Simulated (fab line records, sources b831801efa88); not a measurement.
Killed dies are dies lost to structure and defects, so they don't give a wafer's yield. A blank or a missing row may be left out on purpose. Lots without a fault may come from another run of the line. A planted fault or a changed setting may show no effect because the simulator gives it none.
Problem report in the 8D (eight disciplines) form, filled by code | flow sky130 | the parts of the form that need people (team, actions taken, sign-off) are left out

1. THE PROBLEM
head_pressure_psi at SKY_CONTACT_CMP_04 reads a mean of 3.216 psi on 6 wafers of 2 lots; wafers without a fault read 4.001 psi with a standard deviation of 0.0097. That is -81 standard deviations from the usual mean.
The step: polishes SiO2.
First seen on wafer L149.3, day 35 09:35, on cmp-01. The record holds 36 wafers of 12 lots with a number at this step. Rule for "out", or "out of limits": more than 4 standard deviations from the usual mean. The other wafers with a number count as sound.

2. WHAT IT IS AND WHAT IT IS NOT
question                    | is                     | is not
which readings at this step | head_pressure_psi      | -
which lots                  | L149, L151             | L136, L137, L138, L141, L142, L143, L144, L145, L146, L156
which wafers of those lots  | all that have a number | -
read on which tools         | cmp-01                 | cmp-02
when                        | from day 35 09:35      | up to then (27 sound wafers); but 3 sound wafers of L156 came after

3. SUSPECTS, AND WHAT RULES EACH OUT
Counting: a tool at a process step up to the reading stays a suspect if it ran every lot that is out and no sound lot after the first of them.
- rtp_anneal-02 at SKY_SD_N_RTA_14 (time 2 s): kept. It ran every lot that is out, first L149 (day 33 00:16), and no sound lot after that; its last sound lot up to then is L145 (day 32 06:22).
- cmp-01 at SKY_CONTACT_CMP_04 (polishes SiO2): kept. It ran every lot that is out, first L149 (day 35 09:35), and no sound lot after that; its last sound lot up to then is L146 (day 34 16:41). Its own readings are out on those wafers: head_pressure_psi.
Left after counting: rtp_anneal-02 at SKY_SD_N_RTA_14, cmp-01 at SKY_CONTACT_CMP_04.

4. THE CAUSE (what the simulator had put in)
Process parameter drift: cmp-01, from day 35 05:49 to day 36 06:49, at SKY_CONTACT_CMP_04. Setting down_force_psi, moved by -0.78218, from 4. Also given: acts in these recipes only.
Counting left 2 suspects, and this tool is among them.

5. THE CHAIN OF EFFECTS, in route order
Each row: a reading whose mean over the struck wafers that have a number lies more than 3 standard deviations from the usual. Only readings for which the record gives a usual standard deviation are gone through. hours: the time from each lot's start at the first step in this table that gives one to its start at this step, as a median over the lots. sigmas: the change in usual standard deviations.
hours | step               | reading           | usual     | on struck wafers | change | sigmas
0     | SKY_CONTACT_CMP_04 | head_pressure_psi | 4.001 psi | 3.216            | -0.786 | -81
The process steps in it:
- SKY_CONTACT_CMP_04: polishes SiO2.

6. WHAT WOULD HAVE CAUGHT IT SOONER
In this record the first reading out of limits was taken at day 35 09:35, 4 hours after the fault began at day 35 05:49.
